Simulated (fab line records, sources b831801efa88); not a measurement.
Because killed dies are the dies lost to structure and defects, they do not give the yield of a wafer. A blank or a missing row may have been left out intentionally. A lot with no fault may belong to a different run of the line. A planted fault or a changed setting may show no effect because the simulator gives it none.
What tool caused it? ; flow gf180mcu ; Sampling: 12 lots, 36 wafers, 6 of 602 route steps

== WHAT THE GAUGES SHOWED, per wafer ==
GF_HV_LDD_TW_MEAS_23. Usual: HV_LDD_2_TW typically reads 1057, with standard deviation 9.
lot;measured;on;HV_LDD_2_TW;flag
L616;day 11 00:25;film_metro-02;1051 1046 1047;
L619;day 11 20:39;film_metro-03;1060 1049 1056;
L620;day 12 07:42;film_metro-03;1041 1047 1045;
L622;day 12 19:56;film_metro-01;1067 1068 1074;
L623;day 12 19:58;film_metro-03;1045 1044 1044;
L625;day 13 20:14;film_metro-03;1047 1050 1054;
L627;day 14 07:10;film_metro-01;1066 1067 1067;
L631;day 15 15:20;film_metro-03;1049 1051 1051;
L632;day 15 23:01;film_metro-02;1058 1057 1054;
L633;day 16 05:37;film_metro-01;1068 1058 1066;
L638;day 17 20:31;film_metro-01;1059 1059 1071;
L639;day 17 23:09;film_metro-03;1056 1059 1050;

GF_NSD_TW_MEAS_12. Usual: NSD_TW typically reads 4240, with standard deviation 42.
lot;measured;on;NSD_TW;flag
L616;day 13 14:34;film_metro-04;4236 4236 4251;
L619;day 14 11:42;film_metro-01;4310 4300 4310;
L620;day 14 23:47;film_metro-03;4233 4218 4203;
L622;day 15 12:43;film_metro-04;4218 4232 4214;
L623;day 15 14:16;film_metro-04;4224 4232 4250;
L625;day 16 16:21;film_metro-01;4306 4292 4286;
L627;day 17 04:47;film_metro-04;4216 4198 4230;
L631;day 18 16:17;film_metro-04;4181 4177 4183;
L632;day 19 00:44;film_metro-03;4296 4312 4317;
L633;day 19 07:03;film_metro-04;4236 4248 4236;
L638;day 20 22:53;film_metro-03;4218 4220 4210;
L639;day 21 10:33;film_metro-03;4229 4213 4208;

GF_PSD_RS_MEAS_14: a four-point-probe measurement. Usual: NSD_RS typically reads 46.15 ohm/sq, with standard deviation 0.08.
lot;measured;on;NSD_RS (ohm/sq);flag
L616;day 14 10:21;film_metro-04;46.07 46.01 46.13;
L619;day 15 08:38;film_metro-03;46.13 46.09 46.22;
L620;day 15 21:31;film_metro-03;46.17 46.20 46.15;
L622;day 16 10:40;film_metro-03;46.13 46.06 46.21;
L623;day 16 12:43;film_metro-01;46.13 46.14 46.08;
L625;day 17 15:15;film_metro-01;46.20 46.25 46.30;
L627;day 18 04:27;film_metro-03;46.13 46.16 46.20;
L631;day 19 16:49;film_metro-01;46.15 46.21 46.03;
L632;day 20 01:34;film_metro-04;44.89 44.97 44.91;OFF
L633;day 20 08:06;film_metro-01;44.86 44.96 44.89;OFF
L638;day 21 23:28;film_metro-04;46.22 46.16 46.28;
L639;day 22 10:49;film_metro-01;46.10 46.17 46.18;

== WHAT TOOL EACH LOT RAN ON (gives the tool, then ch and the chambers of the sampled wafers, and finally the start) ==
lot;GF_POLY_GATE_STRIP_14;GF_NSD_IMPLANT_09;GF_NSD_STRIP_11
L616;plasma_asher-02 ch 0, day 9 11:04;implanter-01 ch 0, day 13 14:10;plasma_asher-03 ch 0,1, day 13 14:27
L619;plasma_asher-02 ch 0,1, day 10 04:16;implanter-02 ch 0, day 14 11:18;plasma_asher-04 ch 0,1, day 14 11:36
L620;plasma_asher-01 ch 0,1, day 10 14:37;implanter-04 ch 0, day 14 23:23;plasma_asher-03 ch 0,1, day 14 23:41
L622;plasma_asher-03 ch 0,1, day 11 03:10;implanter-04 ch 0, day 15 12:21;plasma_asher-03 ch 0,1, day 15 12:37
L623;plasma_asher-01 ch 0,1, day 11 03:20;implanter-01 ch 0, day 15 13:52;plasma_asher-03 ch 0,1, day 15 14:09
L625;plasma_asher-02 ch 0,1, day 12 01:36;implanter-02 ch 0, day 16 15:59;plasma_asher-01 ch 0,1, day 16 16:16
L627;plasma_asher-02 ch 0,1, day 12 10:46;implanter-02 ch 0, day 17 04:23;plasma_asher-03 ch 0,1, day 17 04:41
L631;plasma_asher-01 ch 0,1, day 13 17:38;implanter-01 ch 0, day 18 15:54;plasma_asher-03 ch 0,1, day 18 16:11
L632;plasma_asher-03 ch 0,1, day 14 01:52;implanter-01 ch 0, day 19 00:20;plasma_asher-01 ch 0,1, day 19 00:37
L633;plasma_asher-02 ch 0,1, day 14 08:44;implanter-01 ch 0, day 19 06:39;plasma_asher-03 ch 0,1, day 19 06:57
L638;plasma_asher-01 ch 0,1, day 15 19:35;implanter-02 ch 0, day 20 22:29;plasma_asher-03 ch 0,1, day 20 22:47
L639;plasma_asher-01 ch 0,1, day 15 23:32;implanter-02 ch 0, day 21 10:09;plasma_asher-04 ch 0,1, day 21 10:27
- GF_POLY_GATE_STRIP_14: strips in O2/N2.
- GF_NSD_IMPLANT_09
- GF_NSD_STRIP_11: strips in O2/N2.

== WHAT THE TOOLS THEMSELVES READ (means of the sampled wafers that have a number; where no wafer has one, the mark that the record gives instead) ==
GF_POLY_GATE_STRIP_14. Usual: drypump_motor_current_A 5.66 A, standard deviation 0.11; heater_power_w 320 W, standard deviation 40; oes_product_au 0.505 a.u., standard deviation 0.0044.
lot;tool;drypump_motor_current_A (A);heater_power_w (W);oes_product_au (a.u.);flag
L616;plasma_asher-02;5.63;327;0.499;
L619;plasma_asher-02;5.72;296;0.504;
L620;plasma_asher-01;5.66;360;0.505;
L622;plasma_asher-03;5.52;327;0.504;
L623;plasma_asher-01;5.62;358;0.507;
L625;plasma_asher-02;5.69;308;0.501;
L627;plasma_asher-02;5.69;308;0.503;
L631;plasma_asher-01;5.70;324;0.509;
L632;plasma_asher-03;5.53;327;0.505;
L633;plasma_asher-02;5.72;298;0.506;
L638;plasma_asher-01;5.69;319;0.501;
L639;plasma_asher-01;5.64;324;0.505;

GF_NSD_IMPLANT_09. Usual: 60.005 for beam_energy_keV, sd 0.02.
lot;tool;beam_energy_keV;flag
L616;implanter-01;59.992;
L619;implanter-02;59.989;
L620;implanter-04;60.012;
L622;implanter-04;60.006;
L623;implanter-01;60.000;
L625;implanter-02;60.001;
L627;implanter-02;59.982;
L631;implanter-01;60.033;
L632;implanter-01;64.363;OFF
L633;implanter-01;64.375;OFF
L638;implanter-02;60.002;
L639;implanter-02;60.013;

GF_NSD_STRIP_11. Usual: drypump_motor_current_A 5.72 A, standard deviation 0.23; heater_power_w 327 W, standard deviation 36; oes_product_au 0.487 a.u., standard deviation 0.0046; strip_time_to_endpoint_s 22.96 s, standard deviation 0.036.
lot;tool;drypump_motor_current_A (A);heater_power_w (W);oes_product_au (a.u.);strip_time_to_endpoint_s (s);flag
L616;plasma_asher-03;5.63;310;0.488;22.95;
L619;plasma_asher-04;6.07;329;0.483;22.94;
L620;plasma_asher-03;5.53;329;0.490;23.02;
L622;plasma_asher-03;5.54;332;0.489;22.96;
L623;plasma_asher-03;5.63;311;0.490;23.00;
L625;plasma_asher-01;5.70;321;0.482;22.94;
L627;plasma_asher-03;5.65;305;0.488;22.93;
L631;plasma_asher-03;5.63;308;0.484;22.92;
L632;plasma_asher-01;5.65;356;0.476;23.54;OFF
L633;plasma_asher-03;5.53;332;0.479;23.51;OFF
L638;plasma_asher-03;5.63;306;0.489;22.98;
L639;plasma_asher-04;6.04;329;0.486;22.98;

== THE ANSWER, worked out from the rows above alone ==
Rule: take the mean of a lot's wafers that have a number; if it is more than 3 standard deviations from the usual mean, the lot is off. A lot without any number at a reading at which 4 lots or more have one is off too. Any other lot the step has rows for is counted as sound. After the gauges, taken in route order, come the tools' own readings; for these a lot's mean is taken, as printed above. At the first step where some lot is off, the reading lying furthest off is the one used; lots without a number count as furthest.
Off: L632, L633, seen at GF_PSD_RS_MEAS_14 (NSD_RS).
If a tool, at a process step before that reading, ran all the lots that are off and no sound lot after the first of them, it fits. Not tried: the gauges at GF_PSD_RS_MEAS_14; whatever is off there is also off at GF_NSD_IMPLANT_09, on other tools, and gauge error can't account for it. One fits: GF_NSD_IMPLANT_09 on implanter-01. A fault onset in the window from L631 (day 18 15:54, its last sound lot) to L632 (day 19 00:20, its first lot off) fits.
On the lots that are off, the tool's own readings at GF_NSD_IMPLANT_09 differ by more than 5 times the standard deviation of the sound lots' means, which bears it out; beam_energy_keV reads 64.369 there versus 60.003 on the sound lots.

== WHAT THE SIMULATOR PUT IN ==
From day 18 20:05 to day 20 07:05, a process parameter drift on implanter-01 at GF_NSD_IMPLANT_09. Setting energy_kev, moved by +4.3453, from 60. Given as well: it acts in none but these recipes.
Lots struck among those shown: L632, L633. Same finding as the rule above.
